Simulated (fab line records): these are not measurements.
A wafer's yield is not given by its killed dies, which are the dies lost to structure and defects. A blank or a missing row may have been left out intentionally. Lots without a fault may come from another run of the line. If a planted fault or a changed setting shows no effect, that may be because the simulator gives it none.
Which tool did it? / flow gf180mcu / 12 lots with 34 wafers sampled at 4 steps, on a route of 602 steps

== WHAT THE GAUGES SHOWED, per wafer ==
GF_STI_THK_MEAS_30. Usual: for STI_OXIDATION_02_THK the level is 9.97 nm and the standard deviation is 0.18.
lot=L891; measured=day 2 06:17; on=film_metro-02; STI_OXIDATION_02_THK (nm)=10.14 10.21 10.06; flag=
lot=L892; measured=day 2 11:05; on=film_metro-04; STI_OXIDATION_02_THK (nm)=10.07 9.91 9.94; flag=
lot=L893; measured=day 2 20:40; on=film_metro-04; STI_OXIDATION_02_THK (nm)=9.73 9.60 9.48; flag=
lot=L894; measured=day 3 01:42; on=film_metro-01; STI_OXIDATION_02_THK (nm)=9.90 9.91 9.82; flag=
lot=L895; measured=day 3 03:07; on=film_metro-04; STI_OXIDATION_02_THK (nm)=9.96 10.06 9.99; flag=
lot=L899; measured=day 3 22:53; on=film_metro-04; STI_OXIDATION_02_THK (nm)=10.00 10.01; flag=
lot=L900; measured=day 4 05:56; on=film_metro-04; STI_OXIDATION_02_THK (nm)=9.72 10.01; flag=
lot=L901; measured=day 4 10:55; on=film_metro-01; STI_OXIDATION_02_THK (nm)=9.88 9.85 10.07; flag=
lot=L905; measured=day 5 07:55; on=film_metro-04; STI_OXIDATION_02_THK (nm)=10.05 9.99 10.38; flag=
lot=L906; measured=day 5 11:57; on=film_metro-04; STI_OXIDATION_02_THK (nm)=9.89 10.03 10.04; flag=
lot=L908; measured=day 5 21:04; on=film_metro-02; STI_OXIDATION_02_THK (nm)=10.14 9.91 9.96; flag=
lot=L911; measured=day 6 14:36; on=film_metro-01; STI_OXIDATION_02_THK (nm)=10.10 10.10 9.99; flag=

GF_LVPWELL_OVL_MEAS_07. Usual: for LVPWELL_OVL the level is 0.6 nm and the standard deviation is 1.4.
lot=L891; measured=day 3 20:55; on=overlay-01; LVPWELL_OVL (nm)=1.3 2.1 1.5; flag=
lot=L892; measured=day 4 01:15; on=overlay-02; LVPWELL_OVL (nm)=1.5 0.5 0.7; flag=
lot=L893; measured=day 4 12:52; on=overlay-02; LVPWELL_OVL (nm)=0.6 -0.8 -1.6; flag=
lot=L894; measured=day 4 18:56; on=overlay-02; LVPWELL_OVL (nm)=-2.1 -0.4 1.8; flag=
lot=L895; measured=day 4 20:49; on=overlay-02; LVPWELL_OVL (nm)=1.8 -1.1 0.6; flag=
lot=L899; measured=day 5 17:22; on=overlay-02; LVPWELL_OVL (nm)=1.8 -1.8; flag=
lot=L900; measured=day 5 21:52; on=overlay-02; LVPWELL_OVL (nm)=0.9 0.5; flag=
lot=L901; measured=day 6 09:57; on=overlay-02; LVPWELL_OVL (nm)=0.3 -0.8 -1.5; flag=
lot=L905; measured=day 7 03:56; on=overlay-02; LVPWELL_OVL (nm)=-0.3 0.6 2.2; flag=
lot=L906; measured=day 7 09:43; on=overlay-01; LVPWELL_OVL (nm)=0.9 1.0 0.1; flag=
lot=L908; measured=day 7 19:50; on=overlay-02; LVPWELL_OVL (nm)=1.4 0.5 1.5; flag=
lot=L911; measured=day 8 13:52; on=overlay-02; LVPWELL_OVL (nm)=-0.7 -1.2 -0.6; flag=

== WHICH TOOL RAN EACH LOT (tool, then ch and the chambers of the sampled wafers, then the start) ==
lot=L891; GF_STI_ETCH_14=rie_si-02 ch 0,1,2, day 2 02:08; GF_STI_STRIP_15=plasma_asher-03 ch 1, day 2 02:13
lot=L892; GF_STI_ETCH_14=rie_si-02 ch 0,2, day 2 06:53; GF_STI_STRIP_15=plasma_asher-04 ch 0,1, day 2 06:58
lot=L893; GF_STI_ETCH_14=rie_si-01 ch 0,1,2, day 2 11:47; GF_STI_STRIP_15=plasma_asher-03 ch 0,1, day 2 11:54
lot=L894; GF_STI_ETCH_14=rie_si-01 ch 0,2, day 2 17:11; GF_STI_STRIP_15=plasma_asher-01 ch 0,1, day 2 17:16
lot=L895; GF_STI_ETCH_14=rie_si-01 ch 0,1,2, day 2 21:26; GF_STI_STRIP_15=plasma_asher-04 ch 0,1, day 2 21:31
lot=L899; GF_STI_ETCH_14=rie_si-01 ch 3, day 3 18:38; GF_STI_STRIP_15=plasma_asher-01 ch 1, day 3 18:45
lot=L900; GF_STI_ETCH_14=rie_si-01 ch 2, day 4 00:14; GF_STI_STRIP_15=plasma_asher-01 ch 0,1, day 4 00:21
lot=L901; GF_STI_ETCH_14=rie_si-01 ch 0,3, day 4 06:02; GF_STI_STRIP_15=plasma_asher-01 ch 0,1, day 4 06:07
lot=L905; GF_STI_ETCH_14=rie_si-02 ch 1,2,3, day 5 02:26; GF_STI_STRIP_15=plasma_asher-04 ch 0,1, day 5 02:31
lot=L906; GF_STI_ETCH_14=rie_si-02 ch 1,2,3, day 5 06:20; GF_STI_STRIP_15=plasma_asher-04 ch 0,1, day 5 06:25
lot=L908; GF_STI_ETCH_14=rie_si-02 ch 0,2, day 5 16:50; GF_STI_STRIP_15=plasma_asher-01 ch 0,1, day 5 16:55
lot=L911; GF_STI_ETCH_14=rie_si-02 ch 0,2,3, day 6 09:08; GF_STI_STRIP_15=plasma_asher-03 ch 1, day 6 09:13
- GF_STI_ETCH_14: etches Si in HBr/Cl2/O2, target depth 360 nm, time 102.9 s.
- GF_STI_STRIP_15: strips in O2/N2.

== AS READ BY THE TOOLS THEMSELVES (means over the sampled wafers that have a number; for cases with no such wafer, the mark the record gives instead) ==
GF_STI_ETCH_14. Usual: drypump_motor_current_A 5.87 A, standard deviation 0.19; oes_product_au 1.001 a.u., standard deviation 0.01; throttle_valve_pct 25.656 %, standard deviation 0.011.
lot=L891; tool=rie_si-02; drypump_motor_current_A (A)=5.85; oes_product_au (a.u.)=0.996; throttle_valve_pct (%)=25.666; flag=
lot=L892; tool=rie_si-02; drypump_motor_current_A (A)=5.72; oes_product_au (a.u.)=0.991; throttle_valve_pct (%)=25.660; flag=
lot=L893; tool=rie_si-01; drypump_motor_current_A (A)=5.93; oes_product_au (a.u.)=1.011; throttle_valve_pct (%)=25.651; flag=
lot=L894; tool=rie_si-01; drypump_motor_current_A (A)=5.88; oes_product_au (a.u.)=1.010; throttle_valve_pct (%)=25.656; flag=
lot=L895; tool=rie_si-01; drypump_motor_current_A (A)=5.95; oes_product_au (a.u.)=1.008; throttle_valve_pct (%)=25.654; flag=
lot=L899; tool=rie_si-01; drypump_motor_current_A (A)=6.00; oes_product_au (a.u.)=1.225; throttle_valve_pct (%)=25.510; flag=OFF
lot=L900; tool=rie_si-01; drypump_motor_current_A (A)=5.73; oes_product_au (a.u.)=1.249; throttle_valve_pct (%)=25.500; flag=OFF
lot=L901; tool=rie_si-01; drypump_motor_current_A (A)=6.00; oes_product_au (a.u.)=1.164; throttle_valve_pct (%)=25.549; flag=OFF
lot=L905; tool=rie_si-02; drypump_motor_current_A (A)=5.72; oes_product_au (a.u.)=0.997; throttle_valve_pct (%)=25.658; flag=
lot=L906; tool=rie_si-02; drypump_motor_current_A (A)=5.72; oes_product_au (a.u.)=0.995; throttle_valve_pct (%)=25.662; flag=
lot=L908; tool=rie_si-02; drypump_motor_current_A (A)=5.72; oes_product_au (a.u.)=0.988; throttle_valve_pct (%)=25.672; flag=
lot=L911; tool=rie_si-02; drypump_motor_current_A (A)=5.73; oes_product_au (a.u.)=0.986; throttle_valve_pct (%)=25.658; flag=

GF_STI_STRIP_15. Usual: drypump_motor_current_A 5.6 A, standard deviation 0.44; heater_power_w 360 W, standard deviation 23; o2_flow_sccm 3002 sccm, standard deviation 8.1; oes_product_au 0.384 a.u., standard deviation 0.0048; strip_time_to_endpoint_s 3.73 s, standard deviation 0.044.
lot=L891; tool=plasma_asher-03; drypump_motor_current_A (A)=5.8; heater_power_w (W)=361; o2_flow_sccm (sccm)=3003; oes_product_au (a.u.)=0.384; strip_time_to_endpoint_s (s)=3.74; flag=
lot=L892; tool=plasma_asher-04; drypump_motor_current_A (A)=5.9; heater_power_w (W)=354; o2_flow_sccm (sccm)=2999; oes_product_au (a.u.)=0.386; strip_time_to_endpoint_s (s)=3.78; flag=
lot=L893; tool=plasma_asher-03; drypump_motor_current_A (A)=5.6; heater_power_w (W)=375; o2_flow_sccm (sccm)=3004; oes_product_au (a.u.)=0.382; strip_time_to_endpoint_s (s)=3.70; flag=
lot=L894; tool=plasma_asher-01; drypump_motor_current_A (A)=5.4; heater_power_w (W)=345; o2_flow_sccm (sccm)=2997; oes_product_au (a.u.)=0.385; strip_time_to_endpoint_s (s)=3.74; flag=
lot=L895; tool=plasma_asher-04; drypump_motor_current_A (A)=5.4; heater_power_w (W)=375; o2_flow_sccm (sccm)=3007; oes_product_au (a.u.)=0.389; strip_time_to_endpoint_s (s)=3.76; flag=
lot=L899; tool=plasma_asher-01; drypump_motor_current_A (A)=5.7; heater_power_w (W)=390; o2_flow_sccm (sccm)=2998; oes_product_au (a.u.)=0.369; strip_time_to_endpoint_s (s)=3.27; flag=OFF
lot=L900; tool=plasma_asher-01; drypump_motor_current_A (A)=5.4; heater_power_w (W)=356; o2_flow_sccm (sccm)=3005; oes_product_au (a.u.)=0.366; strip_time_to_endpoint_s (s)=3.21; flag=OFF
lot=L901; tool=plasma_asher-01; drypump_motor_current_A (A)=5.4; heater_power_w (W)=348; o2_flow_sccm (sccm)=3005; oes_product_au (a.u.)=0.369; strip_time_to_endpoint_s (s)=3.43; flag=OFF
lot=L905; tool=plasma_asher-04; drypump_motor_current_A (A)=5.4; heater_power_w (W)=367; o2_flow_sccm (sccm)=2993; oes_product_au (a.u.)=0.380; strip_time_to_endpoint_s (s)=3.73; flag=
lot=L906; tool=plasma_asher-04; drypump_motor_current_A (A)=5.9; heater_power_w (W)=354; o2_flow_sccm (sccm)=3007; oes_product_au (a.u.)=0.383; strip_time_to_endpoint_s (s)=3.73; flag=
lot=L908; tool=plasma_asher-01; drypump_motor_current_A (A)=5.5; heater_power_w (W)=369; o2_flow_sccm (sccm)=2999; oes_product_au (a.u.)=0.392; strip_time_to_endpoint_s (s)=3.78; flag=
lot=L911; tool=plasma_asher-03; drypump_motor_current_A (A)=5.9; heater_power_w (W)=366; o2_flow_sccm (sccm)=3005; oes_product_au (a.u.)=0.384; strip_time_to_endpoint_s (s)=3.74; flag=

== THE ANSWER, worked out from the rows above alone ==
Rule: a lot is off if the mean of its wafers that have a number lies more than 3 standard deviations from the usual mean. Also off: a lot with no number at a reading for which 4 or more lots have one. Any other lot the step has rows for is counted as sound. The gauges are gone through in route order, then the tools' own readings, and for those a lot's mean is taken as printed above. The first step at which some lot is off is used, and at that step the reading that is off furthest; a lot without a number counts as furthest.
Off, at GF_STI_ETCH_14 on oes_product_au: L899, L900, L901.
If a tool, at that step or one of the process steps before it, ran each lot that is off and ran no sound lot following the first of them, it fits. One fits: rie_si-01 at GF_STI_ETCH_14. Its last sound lot is L895 (day 2 21:26), its first lot that is off L899 (day 3 18:38): a fault that began between those two fits.
The tool's own readings at GF_STI_ETCH_14 bear it out: on the lots that are off they differ by more than 5 times the standard deviation of the sound lots' means. oes_product_au reads 1.213 a.u. there against 0.998 a.u. on the sound lots; throttle_valve_pct reads 25.520 % there against 25.660 % on the sound lots.

== WHAT THE SIMULATOR HAD INSERTED ==
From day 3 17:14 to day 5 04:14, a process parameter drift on rie_si-01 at GF_STI_ETCH_14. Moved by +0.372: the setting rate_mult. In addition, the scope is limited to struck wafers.
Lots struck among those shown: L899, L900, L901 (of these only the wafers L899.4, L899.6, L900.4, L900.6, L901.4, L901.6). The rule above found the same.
